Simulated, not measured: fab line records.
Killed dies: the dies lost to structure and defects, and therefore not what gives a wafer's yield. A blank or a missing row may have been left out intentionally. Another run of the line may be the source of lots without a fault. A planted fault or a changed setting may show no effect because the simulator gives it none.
Matching of chambers || flow sky130 || SKY_METAL3_ETCH_17 on rie_diel-04 has 4 sister chambers
The step etches SiO2 in C4F8/O2/Ar, stops on TiN, time 3.9 s, target depth 15 nm. 20 wafers are shown with their chamber, then 10 later ones without.

WAFERS PAIRED WITH THEIR CHAMBERS
{"wafer": "L075.1", "chamber": 0, "oes_product_au (a.u.)": 0.761}
{"wafer": "L075.5", "chamber": 3, "oes_product_au (a.u.)": 0.754}
{"wafer": "L075.6", "chamber": 0, "oes_product_au (a.u.)": 0.767}
{"wafer": "L077.3", "chamber": 3, "oes_product_au (a.u.)": 0.754}
{"wafer": "L077.5", "chamber": 2, "oes_product_au (a.u.)": 0.752}
{"wafer": "L077.6", "chamber": 1, "oes_product_au (a.u.)": 0.766}
{"wafer": "L078.1", "chamber": 2, "oes_product_au (a.u.)": 0.764}
{"wafer": "L078.2", "chamber": 3, "oes_product_au (a.u.)": 0.750}
{"wafer": "L078.3", "chamber": 0, "oes_product_au (a.u.)": 0.750}
{"wafer": "L081.1", "chamber": 3, "oes_product_au (a.u.)": 0.755}
{"wafer": "L081.3", "chamber": 1, "oes_product_au (a.u.)": 0.744}
{"wafer": "L081.6", "chamber": 1, "oes_product_au (a.u.)": 0.768}
{"wafer": "L083.4", "chamber": 0, "oes_product_au (a.u.)": 0.753}
{"wafer": "L083.5", "chamber": 3, "oes_product_au (a.u.)": 0.754}
{"wafer": "L083.6", "chamber": 2, "oes_product_au (a.u.)": 0.744}
{"wafer": "L084.3", "chamber": 1, "oes_product_au (a.u.)": 0.757}
{"wafer": "L084.4", "chamber": 3, "oes_product_au (a.u.)": 0.748}
{"wafer": "L084.5", "chamber": 0, "oes_product_au (a.u.)": 0.745}
{"wafer": "L088.4", "chamber": 2, "oes_product_au (a.u.)": 0.761}
{"wafer": "L088.5", "chamber": 1, "oes_product_au (a.u.)": 0.753}

SIGNATURES, as means of the wafers listed above
{"reading": "oes_product_au", "chamber 0": 0.75520, "chamber 1": 0.75760, "chamber 2": 0.75525, "chamber 3": 0.75250, "scatter within a chamber": 0.00783}
Rule: distance of a wafer from a chamber = root of the sum over the readings of ((wafer's reading minus chamber's mean) / reading's scatter) squared. If the next closest chamber is less than 2 further off than the closest, the wafer can't be placed; otherwise it belongs to the closest. The scatter is the square root of a quotient: the sum, over the shown wafers, of each reading's squared deviation from its chamber's mean, divided by wafers minus chambers.

WAFERS WHOSE CHAMBER IS MISSING
{"wafer": "L088.6", "oes_product_au (a.u.)": 0.764}
{"wafer": "L090.1", "oes_product_au (a.u.)": 0.740}
{"wafer": "L090.2", "oes_product_au (a.u.)": 0.752}
{"wafer": "L090.5", "oes_product_au (a.u.)": 0.753}
{"wafer": "L096.1", "oes_product_au (a.u.)": 0.754}
{"wafer": "L096.4", "oes_product_au (a.u.)": 0.760}
{"wafer": "L096.5", "oes_product_au (a.u.)": 0.745}
{"wafer": "L097.1", "oes_product_au (a.u.)": 0.754}
{"wafer": "L097.2", "oes_product_au (a.u.)": 0.752}
{"wafer": "L097.4", "oes_product_au (a.u.)": 0.754}

CHAMBER TAKEN BY EACH
{"wafer": "L088.6", "from the rows above": "can't be placed: 1 or 2 or 0 or 3", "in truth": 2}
{"wafer": "L090.1", "from the rows above": "can't be placed: 3 or 0 or 2 or 1", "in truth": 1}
{"wafer": "L090.2", "from the rows above": "can't be placed: 3 or 0 or 2 or 1", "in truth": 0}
{"wafer": "L090.5", "from the rows above": "can't be placed: 3 or 0 or 2 or 1", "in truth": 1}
{"wafer": "L096.1", "from the rows above": "can't be placed: 0 or 2 or 3 or 1", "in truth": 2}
{"wafer": "L096.4", "from the rows above": "can't be placed: 1 or 2 or 0 or 3", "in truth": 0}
{"wafer": "L096.5", "from the rows above": "can't be placed: 3 or 0 or 2 or 1", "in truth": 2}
{"wafer": "L097.1", "from the rows above": "can't be placed: 0 or 2 or 3 or 1", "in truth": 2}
{"wafer": "L097.2", "from the rows above": "can't be placed: 3 or 0 or 2 or 1", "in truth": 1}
{"wafer": "L097.4", "from the rows above": "can't be placed: 0 or 2 or 3 or 1", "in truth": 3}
0 of 10 placed correctly. Cannot be placed on the basis of these rows: 10; the candidates contain the true chamber in 10. Wrongly placed: 0.
